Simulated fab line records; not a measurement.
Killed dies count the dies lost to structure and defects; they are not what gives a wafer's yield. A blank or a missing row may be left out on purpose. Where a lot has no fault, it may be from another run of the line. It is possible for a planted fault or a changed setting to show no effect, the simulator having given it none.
Matching of chambers    flow gf180mcu    GF_V2_CMP_26 on cmp-01 has 4 sister chambers
The step polishes, stops on SiO2, t overpolish 15 s, target thk 0 nm. 30 wafers are shown with their chamber, then 12 later ones without.

EACH WAFER AND ITS CHAMBER
wafer   chamber  motorCurrentA (A)  headPressurePsi (psi)  timeToEndpointS (s)
L074.1  2        10.8               3.491                  82
L074.4  3        10.2               3.490                  78
L074.6  1        11.4               3.491                  78
L077.1  0        12.6               3.509                  84
L077.3  2        11.5               3.499                  86
L077.6  0        13.0               3.504                  84
L079.2  0        12.6               3.495                  83
L079.3  1        11.1               3.494                  83
L079.6  1        11.3               3.501                  79
L080.1  2        11.0               3.498                  86
L080.2  3        10.6               3.516                  84
L080.5  3        10.0               3.503                  88
L081.3  2        10.8               3.492                  86
L081.4  1        11.0               3.504                  84
L081.5  0        11.8               3.499                  85
L082.2  3        11.0               3.499                  91
L082.3  1        11.2               3.485                  87
L082.4  2        10.4               3.488                  85
L083.2  0        12.1               3.500                  85
L083.4  3        10.2               3.504                  87
L083.5  1        10.8               3.496                  84
L085.1  3        10.1               3.494                  84
L085.2  2        10.7               3.501                  85
L085.6  0        11.9               3.491                  84
L086.3  0        12.6               3.505                  89
L086.5  2        10.6               3.504                  87
L086.6  1        10.2               3.503                  84
L087.2  3        11.0               3.498                  82
L087.3  0        12.2               3.508                  86
L087.4  1        10.5               3.473                  85

SIGNATURES, as means of the wafers listed above
reading          chamber 0  chamber 1  chamber 2  chamber 3  scatter within a chamber
motorCurrentA    12.350     10.938     10.829     10.443     0.402
headPressurePsi  3.50137    3.49337    3.49614    3.50057    0.00801
timeToEndpointS  85.00      83.00      85.29      84.86      2.86
Rule: a wafer's distance from a chamber is the root of the sum, over the readings, of the square of ((its reading less the chamber's mean) divided by the reading's scatter). If the next closest chamber is less than 2 further off than the closest, the wafer can't be placed; otherwise it belongs to the closest. The scatter: the root of (the sum of the squares of (reading less its chamber's mean) over the shown wafers, divided by (wafers less chambers)).

WAFERS WHOSE CHAMBER IS MISSING
wafer   motorCurrentA (A)  headPressurePsi (psi)  timeToEndpointS (s)
L090.2  10.8               3.491                  83
L090.3  11.4               3.501                  86
L090.6  10.2               3.491                  83
L094.2  9.9                3.494                  90
L094.5  12.3               3.504                  88
L094.6  10.6               3.511                  87
L096.2  10.9               3.505                  92
L096.4  11.3               3.493                  87
L096.6  10.9               3.486                  88
L095.2  12.0               3.505                  91
L095.4  10.9               3.502                  90
L095.6  12.1               3.503                  91

CHAMBER TAKEN BY EACH
wafer   from the rows above                in truth
L090.2  can't be placed: 1 or 2 or 3       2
L090.3  can't be placed: 2 or 1 or 0 or 3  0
L090.6  can't be placed: 3 or 1 or 2       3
L094.2  can't be placed: 3 or 2 or 1       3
L094.5  0                                  0
L094.6  can't be placed: 3 or 2 or 1       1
L096.2  can't be placed: 2 or 3 or 1 or 0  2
L096.4  can't be placed: 2 or 1 or 3 or 0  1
L096.6  can't be placed: 2 or 1 or 3       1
L095.2  can't be placed: 0 or 2 or 1       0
L095.4  can't be placed: 2 or 3 or 1       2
L095.6  can't be placed: 0 or 2 or 1       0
Placed correctly: 1 of 12. From these rows, 11 cannot be placed; in 11 the true chamber is one of the candidates. Placed wrongly: 0.
